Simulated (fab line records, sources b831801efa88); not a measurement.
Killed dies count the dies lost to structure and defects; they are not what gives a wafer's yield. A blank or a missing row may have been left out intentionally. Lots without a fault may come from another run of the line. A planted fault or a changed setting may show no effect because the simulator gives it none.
fab line records	flow sky130
record lots=5	wafers=15	last_day=50
route steps=708 shown VIA1@475 METAL2@483 PAD_OPEN@708
lots with no fault: from the same line, run without faults
start_h: hours from the record's opening day to when the first of the lot's shown wafers began	wait_h: how many hours have passed since the lot's step before this one	" as in the row above	L1.1+2: a row that stands for several wafers	- value missing, or start not given	* or withheld: withheld	< > ~ a bound
route shown NAME@n: names a module that has steps shown in the file, with the first one's number in the route	usual: average and standard deviation across the fault-free wafers	same: alike in all rows	chamber/n: place in a boat	sites: the reading at each site	_std_site: the standard deviation of these	_edge_site: the outer-site mean with the inner-site mean subtracted	radius_mm: how far each site lies from the wafer's centre	mask NAME#n: copy n	behind: the last tool/chamber to shape the wafer	hold: why the lot was held/for how many hours/how that ended	device: which transistor (n, p or np) failed to switch	end of line: tests run on the same wafers once the route is complete	for a step that has no rows: nothing shown but its recipe	killed: the dies lost at the first sort to structure and to defects; this is not the yield of the wafer	map: dies across one wafer; x = killed, . = not, _ = none there
set.NAME: the run value of the setting; set.NAME@STEP: its run value at that earlier step	model.NAME: the simulator's own value behind a step, which no gauge read
lots at selected steps of the route; one table per step, one row per wafer
services: a tool's chamber out of use, with start hour (start_h, from the record's first day; less than 0 if before it), hours out, and reason
## steps
# step SKY_VIA1_STRIP_17
# recipe chemistry=post_etch_residue_remover	time_s=1200	temp_c=72.5
# step SKY_VIA1_CLEAN_18
# recipe chemistry=IPA	time_s=180	temp_c=25
# step SKY_VIA1_CLEAN_19
# recipe chemistry=O3/DIW	dry=n2_spin
# step SKY_VIA1_SPUTTER_20
# recipe material=TiN	target_thk_nm=20	chamber_pressure_pa=5	power_w=4000	time_s=80
# step SKY_VIA1_CVD_21
# recipe material=W	target_thk_nm=270	time_s=80.902	temp_c=400	pressure_torr=40
# usual heater_power_w=824/38
lot.wafer	tool	chamber	start_h	wait_h	heater_power_w
L745.1	cvd_w-02	0	786.48	0.0	841
L745.3	"	1	"	"	865
L745.6	"	0	"	"	841
L757.1	cvd_w-01	1	889.81	0.0	776
L757.3	"	0	"	"	816
L757.6	"	1	"	"	780
L760.2	cvd_w-01	0	907.39	0.0	839
L760.3	"	1	"	"	790
L760.4	"	0	"	"	842
L766.2	cvd_w-02	1	956.72	0.0	795
L766.3	"	0	"	"	841
L766.6	"	0	"	"	872
L768.2	cvd_w-01	0	966.10	0.0	855
L768.4	"	1	"	"	784
L768.6	"	1	"	"	781
# step SKY_VIA1_RS_MEAS_22
# recipe thk_meas_gauge=four-point-probe	reads=W_of_VIA1_CVD_21+TiN_of_VIA1_SPUTTER_20
# usual VIA1_W_RS=0.432/0.0047
lot.wafer	tool	chamber	start_h	wait_h	VIA1_W_RS[ohm/sq]
L745.1	film_metro-03	-	786.58	0.1	0.434
L745.3	"	-	"	"	0.428
L745.6	"	-	"	"	0.427
L757.1	film_metro-03	-	889.90	0.1	0.435
L757.3	"	-	"	"	0.434
L757.6	"	-	"	"	0.435
L760.2	film_metro-03	-	907.50	0.1	0.427
L760.3	"	-	"	"	0.434
L760.4	"	-	"	"	0.436
L766.2	film_metro-02	-	956.83	0.1	0.435
L766.3	"	-	"	"	0.429
L766.6	"	-	"	"	0.425
L768.2	film_metro-02	-	966.21	0.1	0.430
L768.4	"	-	"	"	0.434
L768.6	"	-	"	"	0.435
# step SKY_VIA1_THK_MEAS_23
# recipe thk_meas_gauge=xrf	reads=W_of_VIA1_CVD_21
# usual VIA1_W_THK=269/3.3
lot.wafer	tool	chamber	start_h	wait_h	VIA1_W_THK[nm]
L745.1	film_metro-03	-	786.70	0.1	265
L745.3	"	-	"	"	271
L745.6	"	-	"	"	268
L757.1	film_metro-03	-	890.02	0.1	263
L757.3	"	-	"	"	265
L757.6	"	-	"	"	264
L760.2	film_metro-03	-	907.61	0.1	270
L760.3	"	-	"	"	265
L760.4	"	-	"	"	264
L766.2	film_metro-02	-	956.94	0.1	268
L766.3	"	-	"	"	271
L766.6	"	-	"	"	272
L768.2	film_metro-02	-	966.32	0.1	272
L768.4	"	-	"	"	268
L768.6	"	-	"	"	267
# step SKY_VIA1_CMP_24
# recipe stop_on=SiO2	t_overpolish_s=15	down_force_psi=3.5	platen_rpm=60	target_thk_nm=0	pad_velocity_m_s=0.94248
# step SKY_METAL2_SPUTTER_00
# recipe material=Ti	target_thk_nm=15	power_w=3000	time_s=10	chamber_pressure_pa=0.4
# step SKY_METAL2_SPUTTER_01
# recipe material=TiN	target_thk_nm=20	power_w=6500	time_s=16.7	chamber_pressure_pa=0.4
# step SKY_METAL2_SPUTTER_02
# recipe material=AlCu	target_thk_nm=250	power_w=10600	time_s=13.3	chamber_pressure_pa=0.4
# usual throttle_valve_pct=29.8/0.96
lot.wafer	tool	chamber	start_h	wait_h	throttle_valve_pct
L745.1	pvd_sputter-04	-	787.10	0.0	30.4
L745.3	"	-	"	"	29.6
L745.6	"	-	"	"	29.5
L757.1	pvd_sputter-02	-	890.43	0.0	29.1
L757.3	"	-	"	"	29.8
L757.6	"	-	"	"	30.9
L760.2	pvd_sputter-04	-	908.01	0.0	29.3
L760.3	"	-	"	"	30.7
L760.4	"	-	"	"	29.5
L766.2	pvd_sputter-02	-	957.34	0.0	30.9
L766.3	"	-	"	"	30.0
L766.6	"	-	"	"	30.8
L768.2	pvd_sputter-04	-	966.73	0.0	30.6
L768.4	"	-	"	"	29.3
L768.6	"	-	"	"	30.5
# step SKY_METAL2_SPUTTER_03
# recipe material=Ti	target_thk_nm=5	power_w=3000	time_s=3.3	chamber_pressure_pa=0.4
# usual throttle_valve_pct=29.8/0.96
lot.wafer	tool	chamber	start_h	wait_h	throttle_valve_pct
L745.1	pvd_sputter-04	-	787.13	0.0	30.7
L745.3	"	-	"	"	29.8
L745.6	"	-	"	"	29.3
L757.1	pvd_sputter-02	-	890.45	0.0	29.1
L757.3	"	-	"	"	29.7
L757.6	"	-	"	"	31.2
L760.2	pvd_sputter-04	-	908.03	0.0	29.5
L760.3	"	-	"	"	30.7
L760.4	"	-	"	"	29.4
L766.2	pvd_sputter-02	-	957.36	0.0	30.9
L766.3	"	-	"	"	29.5
L766.6	"	-	"	"	31.1
L768.2	pvd_sputter-04	-	966.75	0.0	30.7
L768.4	"	-	"	"	29.4
L768.6	"	-	"	"	30.7
# step SKY_METAL2_SPUTTER_04
# recipe material=TiN	target_thk_nm=70	power_w=6500	time_s=58.3	chamber_pressure_pa=0.4
# usual throttle_valve_pct=29.8/0.93
lot.wafer	tool	chamber	start_h	wait_h	throttle_valve_pct	model.TiN_of_METAL2_SPUTTER_04.thk_nm
L745.1	pvd_sputter-04	-	787.15	0.0	30.6	69.78
L745.3	"	-	"	"	29.4	69.68
L745.6	"	-	"	"	29.6	69.79
L757.1	pvd_sputter-02	-	890.47	0.0	29.1	68.78
L757.3	"	-	"	"	29.9	73.78
L757.6	"	-	"	"	31.0	68.82
L760.2	pvd_sputter-04	-	908.05	0.0	29.4	70.87
L760.3	"	-	"	"	30.8	70.58
L760.4	"	-	"	"	29.6	71.24
L766.2	pvd_sputter-02	-	957.38	0.0	30.6	70.07
L766.3	"	-	"	"	29.9	69.32
L766.6	"	-	"	"	30.7	70.44
L768.2	pvd_sputter-04	-	966.78	0.0	30.6	70.92
L768.4	"	-	"	"	29.5	70.53
L768.6	"	-	"	"	30.4	70.22
# step SKY_METAL2_RS_MEAS_05
# recipe thk_meas_gauge=four-point-probe	reads=TiN_of_METAL2_SPUTTER_04+Ti_of_METAL2_SPUTTER_03+AlCu_of_METAL2_SPUTTER_02+TiN_of_METAL2_SPUTTER_01+Ti_of_METAL2_SPUTTER_00
# usual METAL2_ALCU_RS=0.1272/0.0015
lot.wafer	tool	chamber	start_h	wait_h	METAL2_ALCU_RS[ohm/sq]
L745.1	film_metro-03	-	787.20	0.0	0.1294
L745.3	"	-	"	"	0.1289
L745.6	"	-	"	"	0.1286
L757.1	film_metro-01	-	890.52	0.0	0.1263
L757.3	"	-	"	"	0.1253
L757.6	"	-	"	"	0.1257
L760.2	film_metro-03	-	908.12	0.0	0.1296
L760.3	"	-	"	"	0.1310
L760.4	"	-	"	"	0.1309
L766.2	film_metro-01	-	957.45	0.0	0.1254
L766.3	"	-	"	"	0.1257
L766.6	"	-	"	"	0.1255
L768.2	film_metro-01	-	966.85	0.0	0.1272
L768.4	"	-	"	"	0.1258
L768.6	"	-	"	"	0.1277
# step SKY_METAL2_THK_MEAS_06
# recipe thk_meas_gauge=xrf	reads=AlCu_of_METAL2_SPUTTER_02
# usual METAL2_ALCU_THK=251.1/2.9
lot.wafer	tool	chamber	start_h	wait_h	METAL2_ALCU_THK[nm]
L745.1	film_metro-03	-	787.32	0.1	248.9
L745.3	"	-	"	"	251.3
L745.6	"	-	"	"	249.1
L757.1	film_metro-01	-	890.64	0.1	251.7
L757.3	"	-	"	"	251.7
L757.6	"	-	"	"	255.2
L760.2	film_metro-03	-	908.23	0.1	246.2
L760.3	"	-	"	"	244.6
L760.4	"	-	"	"	245.3
L766.2	film_metro-01	-	957.56	0.1	255.1
L766.3	"	-	"	"	253.5
L766.6	"	-	"	"	254.5
L768.2	film_metro-01	-	966.96	0.1	249.8
L768.4	"	-	"	"	252.7
L768.6	"	-	"	"	249.5
# step SKY_METAL2_DEHYDRATE_07
# recipe temp_c=200	time_s=60
# step SKY_METAL2_HMDS_08
# recipe prime_time_s=60	prime_temp_c=120
# step SKY_METAL2_COAT_09
# recipe resist=BARC	temp_c=withheld	time_s=withheld	spin_rpm=3000	resist_thk_nm=60
# step SKY_METAL2_COAT_10
# recipe resist=KrF-thick	spin_rpm=3000	resist_thk_nm=450
# step SKY_METAL2_SOFTBAKE_11
# recipe temp_c=100	time_s=90	resist=KrF-thick
# step SKY_METAL2_EXPOSE_12
# recipe mask_id=MM2	na=0.8	source_shape=annular	sigma_inner=0.55	sigma_outer=0.85	target_cd_nm=140	dose_mj=28
# step SKY_METAL2_PEB_13
# recipe peb_temp_c=withheld	peb_time_s=withheld	resist=KrF-thick
# step SKY_METAL2_DEVELOP_14
# recipe develop_time_s=60	resist=KrF-thick	dev_temp_c=21
# step SKY_METAL2_CD_MEAS_15
# recipe target_cd_nm=140
# usual cd_nm=139.7/1.6
lot.wafer	tool	chamber	start_h	wait_h	cd_nm
L745.1	cd_sem-01	-	813.16	-	138.9
L745.3	"	-	"	"	139.4
L745.6	"	-	"	"	139.3
L757.1	cd_sem-02	-	916.11	-	137.4
L757.3	"	-	"	"	137.5
L757.6	"	-	"	"	137.9
L760.2	cd_sem-02	-	932.28	-	139.6
L760.3	"	-	"	"	138.0
L760.4	"	-	"	"	138.6
L766.2	cd_sem-02	-	981.53	-	140.2
L766.3	"	-	"	"	141.6
L766.6	"	-	"	"	140.5
L768.2	cd_sem-01	-	990.08	-	138.6
L768.4	"	-	"	"	138.5
L768.6	"	-	"	"	139.1
# step SKY_METAL2_OVL_MEAS_16
# usual METAL2_OVL=-1/6.5
lot.wafer	tool	chamber	start_h	wait_h	METAL2_OVL[nm]
L745.1	overlay-01	-	813.28	0.1	-3
L745.3	"	-	"	"	-5
L745.6	"	-	"	"	-6
L757.1	overlay-02	-	916.23	0.1	8
L757.3	"	-	"	"	7
L757.6	"	-	"	"	-4
L760.2	overlay-01	-	932.38	0.1	-2
L760.3	"	-	"	"	2
L760.4	"	-	"	"	3
L766.2	overlay-01	-	981.64	0.1	-4
L766.3	"	-	"	"	-3
L766.6	"	-	"	"	-9
L768.2	overlay-02	-	990.19	0.1	-8
L768.4	"	-	"	"	-12
L768.6	"	-	"	"	-14
# step SKY_METAL2_DESCUM_17
# recipe chemistry=O2	source_power_w=150	bias_power_w=0	pressure_mtorr=10	temp_c=40	time_s=8
# step SKY_METAL2_ETCH_18
# recipe chemistry=N2/H2	target=BARC	ion_energy_ev=200	bias_w=100	pressure_mtorr=30	n2_flow_sccm=100	h2_flow_sccm=200	icp_w=500	stop_on=SiO2	time_s=45.9	target_depth_a=600
# step SKY_METAL2_METAL_ETCH_19
# recipe target_depth_a=3600	stop_on=SiO2	over_etch_frac=0.3	time_s=78	chemistry=Cl2/BCl3	resist_sidewall_deg=88	pressure_mtorr=10	icp_w=900	bias_w=48.5	Cl2_flow_sccm=60	bcl3_flow_sccm=30
# usual drypump_motor_current_A=6.1/0.46	oes_product_au=0.853/0.0053	throttle_valve_pct=22.264/0.01
# same over_etch_frac=0.3
lot.wafer	tool	chamber	start_h	wait_h	drypump_motor_current_A	oes_product_au	rf_hours_counter_h	throttle_valve_pct
L745.1	rie_metal-04	0	813.41	0.0	6.0	0.845	2	22.265
L745.3	"	1	"	"	6.6	0.839	-	22.248
L745.6	"	0	"	"	6.1	0.851	-	22.262
L757.1	rie_metal-04	0	916.36	0.0	6.0	0.852	6	22.281
L757.3	"	1	"	"	6.6	0.867	-	22.253
L757.6	"	1	"	"	6.6	0.856	-	22.261
L760.2	rie_metal-01	1	932.51	0.0	6.7	0.851	12	22.258
L760.3	"	0	"	"	5.9	0.842	-	22.268
L760.4	"	1	"	"	6.7	0.848	-	22.245
L766.2	rie_metal-04	1	981.76	0.0	6.6	0.855	16	22.266
L766.3	"	1	"	"	6.6	0.856	-	22.256
L766.6	"	1	"	"	6.6	0.860	-	22.275
L768.2	rie_metal-04	1	990.31	0.0	6.6	0.862	16	22.267
L768.4	"	1	"	"	6.6	0.853	-	22.256
L768.6	"	1	"	"	6.6	0.849	-	22.249
# step SKY_METAL2_STRIP_20
# recipe chemistry=O2/N2	power_w=1400	pressure_mtorr=1500	platen_temp_c=withheld	o2_flow_sccm=3000	n2_flow_sccm=300	overash_fraction=0.5
# usual drypump_motor_current_A=5.4/0.51	oes_product_au=0.342/0.0045	strip_time_to_endpoint_s=2.68/0.039
# same overash_fraction=0.5
lot.wafer	tool	chamber	start_h	wait_h	drypump_motor_current_A	oes_product_au	rf_hours_counter_h	strip_time_to_endpoint_s
L745.1	plasma_asher-01	1	813.50	0.1	6.0	0.355	39	2.68
L745.3	"	0	"	"	5.2	0.344	-	2.70
L745.6	"	1	"	"	6.0	0.344	-	2.68
L757.1	plasma_asher-02	1	916.45	0.1	4.8	0.342	112	2.66
L757.3	"	0	"	"	6.0	0.342	-	2.66
L757.6	"	0	"	"	6.0	0.345	-	2.69
L760.2	plasma_asher-02	0	932.60	0.1	6.1	0.338	114	2.68
L760.3	"	1	"	"	4.8	0.344	-	2.74
L760.4	"	0	"	"	6.1	0.346	-	2.72
L766.2	plasma_asher-01	1	981.85	0.1	6.1	0.339	54	2.66
L766.3	"	0	"	"	5.2	0.331	-	2.66
L766.6	"	0	"	"	5.2	0.344	-	2.67
L768.2	plasma_asher-02	1	990.40	0.1	4.8	0.341	121	2.68
L768.4	"	1	"	"	4.8	0.350	-	2.69
L768.6	"	1	"	"	4.8	0.335	-	2.70
# step SKY_METAL2_STRIP_21
# recipe chemistry=post_etch_residue_remover	time_s=1200	temp_c=72.5
lot.wafer	tool	chamber	start_h	wait_h	model.TiN_of_METAL2_SPUTTER_04.thk_nm
L745.1+6	wet_bench-04	3	813.60	0.1	69.36
L745.3	"	3	"	"	69.26
L757.1	wet_bench-03	2	916.55	0.1	68.35
L757.3	"	2	"	"	73.35
L757.6	"	2	"	"	68.39
L760.2	wet_bench-03	3	932.70	0.1	70.44
L760.3	"	3	"	"	70.15
L760.4	"	3	"	"	70.81
L766.2	wet_bench-03	0	981.95	0.1	69.65
L766.3	"	0	"	"	68.9
L766.6	"	0	"	"	70.02
L768.2	wet_bench-01	3	990.50	0.1	70.49
L768.4	"	3	"	"	70.1
L768.6	"	3	"	"	69.79
# step SKY_METAL2_CLEAN_22
# recipe chemistry=IPA	time_s=180	temp_c=25
# step SKY_PAD_OPEN_PROBE_99
# usual defect_limited_yield=82.7/2	killed_at_M0_to_M3=42/7.7	killed_at_M4_up=3.1/1.9	killed_at_contacts=24/4.9	killed_at_front_end=15/4.6	killed_at_other=0.3/0.51	killed_dies=85/9.9	killed_open=47/7.1	killed_short=38/6.7	sort_bin_3_pad_short=0.9/0.46	sort_bin_5_function=10.1/1.5	sort_bin_6_memory=6.3/1.1	sort_n_pass=407/9.9	sort_yield_pct=82.7/2
# same gross_dies=492	killed_at_back_side=0	sort_bin_4_leakage[%]=0	sort_bin_8_speed[%]=0
lot.wafer	tool	chamber	start_h	wait_h	defect_limited_yield[%]	killed_at_M0_to_M3	killed_at_M4_up	killed_at_contacts	killed_at_front_end	killed_at_other	killed_dies	killed_open	killed_short	sort_bin_3_pad_short[%]	sort_bin_5_function[%]	sort_bin_6_memory[%]	sort_n_pass	sort_yield_pct[%]
L745.1	prober-02	-	1071.67	0.1	82.9	42	3	27	12	0	84	47	37	0.4	10.0	6.7	408	82.9
L745.3	prober-02	-	1071.77	0.2	81.9	52	5	17	14	1	89	48	41	1.0	11.0	6.1	403	81.9
L745.6	prober-02	-	1071.92	0.2	82.1	38	6	31	13	0	88	51	37	1.4	9.3	7.1	404	82.1
L757.1	prober-01	-	1149.34	0.1	82.7	41	2	23	19	0	85	54	30	1.0	11.2	5.1	407	82.7
L757.3	prober-01	-	1149.44	0.2	83.5	42	6	11	22	0	81	34	45	0.6	11.8	4.1	411	83.5
L757.6	prober-01	-	1149.59	0.2	85.2	24	2	22	24	1	73	45	27	0.8	8.1	5.9	419	85.2
L760.2	prober-02	-	1161.22	0.1	77.6	60	5	26	18	1	110	58	52	1.2	13.6	7.5	382	77.6
L760.3	prober-02	-	1161.27	0.2	83.5	38	2	30	11	0	81	40	41	1.0	9.6	5.9	411	83.5
L760.4	prober-02	-	1161.32	0.2	85.2	41	2	16	14	0	73	45	28	0.8	8.3	5.7	419	85.2
L766.2	prober-02	-	1195.23	0.1	81.1	52	2	19	20	0	93	50	43	0.8	11.0	7.1	399	81.1
L766.3	prober-02	-	1195.28	0.2	82.5	49	1	21	15	0	86	44	42	1.6	10.4	5.5	406	82.5
L766.6	prober-02	-	1195.43	0.2	79.5	51	2	24	22	2	101	58	41	0.4	11.0	9.1	391	79.5
L768.2	prober-02	-	1199.20	0.1	80.1	56	1	26	15	0	98	51	47	1.4	10.8	7.7	394	80.1
L768.4	prober-02	-	1199.30	0.2	80.9	42	2	29	20	1	94	52	42	0.4	12.4	6.3	398	80.9
L768.6	prober-02	-	1199.40	0.2	83.9	42	3	25	9	0	79	31	48	0.4	8.7	6.9	413	83.9
# killed by level:class
L745.1 VIA1:geometric_particle:open=9 LI_CONTACT:geometric_particle:open=9 CONTACT:geometric_particle:open=8 METAL1:geometric_particle:short=8 VIA3:geometric_particle:open=7 LI_CONTACT:geometric_particle:short=5 VIA1:geometric_particle:short=5 VIA2:geometric_particle:open=5
L745.3 VIA1:geometric_particle:open=14 METAL1:geometric_particle:short=8 FIELD_ISO:geometric_particle:open=7 CONTACT:geometric_particle:open=7 METAL2:geometric_particle:short=7 VIA2:geometric_particle:open=5 VIA1:geometric_particle:short=4 LI_CONTACT:geometric_particle:open=4
L745.6 LI_CONTACT:geometric_particle:open=10 VIA1:geometric_particle:open=9 CONTACT:geometric_particle:open=7 VIA3:geometric_particle:open=7 FIELD_ISO:geometric_particle:open=6 CONTACT:geometric_particle:short=6 LI_CONTACT:geometric_particle:short=5 METAL2:geometric_particle:short=5
L757.1 VIA1:geometric_particle:open=15 LI_CONTACT:geometric_particle:open=9 CONTACT:geometric_particle:open=8 VIA2:geometric_particle:open=6 POLY_GATE:geometric_particle:open=5 METAL2:geometric_particle:short=5 FIELD_ISO:geometric_particle:short=4 POLY_GATE:geometric_particle:short=4
L757.3 VIA1:geometric_particle:open=13 FIELD_ISO:geometric_particle:short=6 METAL1:geometric_particle:short=6 VIA2:geometric_particle:open=5 POLY_GATE:geometric_particle:open=5 METAL4:geometric_particle:short=5 METAL2:geometric_particle:short=5 LI_CONTACT:geometric_particle:short=4
L757.6 LI_CONTACT:geometric_particle:open=10 CONTACT:geometric_particle:open=7 FIELD_ISO:geometric_particle:short=6 POLY_GATE:geometric_particle:open=6 VIA1:geometric_particle:open=6 FIELD_ISO:geometric_particle:open=4 METAL2:geometric_particle:short=4 VIA2:geometric_particle:open=4
L760.2 VIA1:geometric_particle:open=15 VIA3:geometric_particle:open=12 CONTACT:geometric_particle:open=8 VIA1:geometric_particle:short=8 VIA2:geometric_particle:open=7 LI_CONTACT:geometric_particle:open=6 CONTACT:geometric_particle:short=6 FIELD_ISO:geometric_particle:short=5
L760.3 VIA1:geometric_particle:open=11 CONTACT:geometric_particle:short=8 CONTACT:geometric_particle:open=7 METAL2:geometric_particle:short=7 LOCAL_INTERCONNECT:geometric_particle:short=6 LI_CONTACT:geometric_particle:open=5 POLY_GATE:geometric_particle:short=4 METAL1:geometric_particle:short=4
L760.4 VIA1:geometric_particle:open=17 POLY_GATE:geometric_particle:short=6 CONTACT:geometric_particle:open=6 POLY_GATE:geometric_particle:open=5 LI_CONTACT:geometric_particle:open=5 VIA1:geometric_particle:short=4 VIA2:geometric_particle:open=4 METAL3:geometric_particle:short=4
L766.2 VIA1:geometric_particle:open=10 METAL1:geometric_particle:short=7 VIA3:geometric_particle:open=7 VIA2:geometric_particle:open=6 LI_CONTACT:geometric_particle:open=6 CONTACT:geometric_particle:open=6 FIELD_ISO:geometric_particle:open=5 VIA2:geometric_particle:short=5
L766.3 VIA1:geometric_particle:open=10 VIA3:geometric_particle:open=8 CONTACT:geometric_particle:open=7 VIA1:geometric_particle:short=5 FIELD_ISO:geometric_particle:open=5 FIELD_ISO:geometric_particle:short=5 CONTACT:geometric_particle:short=5 METAL1:geometric_particle:short=5
L766.6 VIA1:geometric_particle:open=15 CONTACT:geometric_particle:open=13 VIA2:geometric_particle:open=7 FIELD_ISO:geometric_particle:open=6 FIELD_ISO:geometric_particle:short=6 POLY_GATE:geometric_particle:open=5 VIA1:geometric_particle:short=5 METAL1:geometric_particle:short=5
L768.2 VIA1:geometric_particle:open=13 VIA3:geometric_particle:open=9 LOCAL_INTERCONNECT:geometric_particle:short=8 VIA2:geometric_particle:open=7 LI_CONTACT:geometric_particle:open=7 METAL3:geometric_particle:short=6 METAL2:geometric_particle:short=6 FIELD_ISO:geometric_particle:short=5
L768.4 VIA1:geometric_particle:open=13 CONTACT:geometric_particle:open=10 LI_CONTACT:geometric_particle:open=8 FIELD_ISO:geometric_particle:short=7 VIA1:geometric_particle:short=6 FIELD_ISO:geometric_particle:open=4 POLY_GATE:geometric_particle:open=4 METAL1:geometric_particle:short=4
L768.6 CONTACT:geometric_particle:open=10 VIA3:geometric_particle:open=8 METAL1:geometric_particle:short=7 VIA1:geometric_particle:open=7 VIA1:geometric_particle:short=6 VIA2:geometric_particle:short=5 LI_CONTACT:geometric_particle:short=5 LOCAL_INTERCONNECT:geometric_particle:short=5
## services
tool	chamber	start_h	hours	kind
plasma_asher-01	-	782.57	7.4	repair
rie_metal-04	-	784.35	0.4	repair
rie_metal-01	0	795.18	-	clean
rie_metal-01	0	795.18	16.7	scheduled_down
rie_metal-01	0	795.18	16.7	vent_cycle
plasma_asher-01	-	846.64	14.6	pm
cvd_w-02	-	850.45	0.5	repair
rie_metal-04	-	858.97	14.6	pm
wet_bench-04	-	886.77	4.4	pm
cvd_w-02	-	904.00	14.0	pm
cvd_w-02	0	904.00	14.0	vent_cycle
cvd_w-02	1	904.00	14.0	vent_cycle
rie_metal-01	-	907.50	1.4	pm
plasma_asher-01	-	910.44	2.8	pm
cvd_w-02	0	918.00	-	clean
cvd_w-02	1	918.00	-	clean
plasma_asher-01	-	940.99	6.4	repair
rie_metal-01	0	945.95	56.8	repair
cvd_w-01	1	949.46	4.0	repair
pvd_sputter-02	-	972.71	4.3	repair
## key
first_sign none at tools or gauges
model_effect step=SKY_METAL2_SPUTTER_04	value=TiN_of_METAL2_SPUTTER_04.thk_nm	without=68.34	struck=73.78
model_effect step=SKY_METAL2_STRIP_21	value=TiN_of_METAL2_SPUTTER_04.thk_nm	without=67.91	struck=73.35
met_at SKY_METAL2_SPUTTER_04
struck_wafers L757.3
fault kind=process_parameter_drift	tool=pvd_sputter-02	chamber=-	onset_h=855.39	steps=SKY_METAL2_SPUTTER_04	channel=time_s	offset=*	shape=step	end_h=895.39	scope=struck_wafers_only	acts_in=*	stated=*
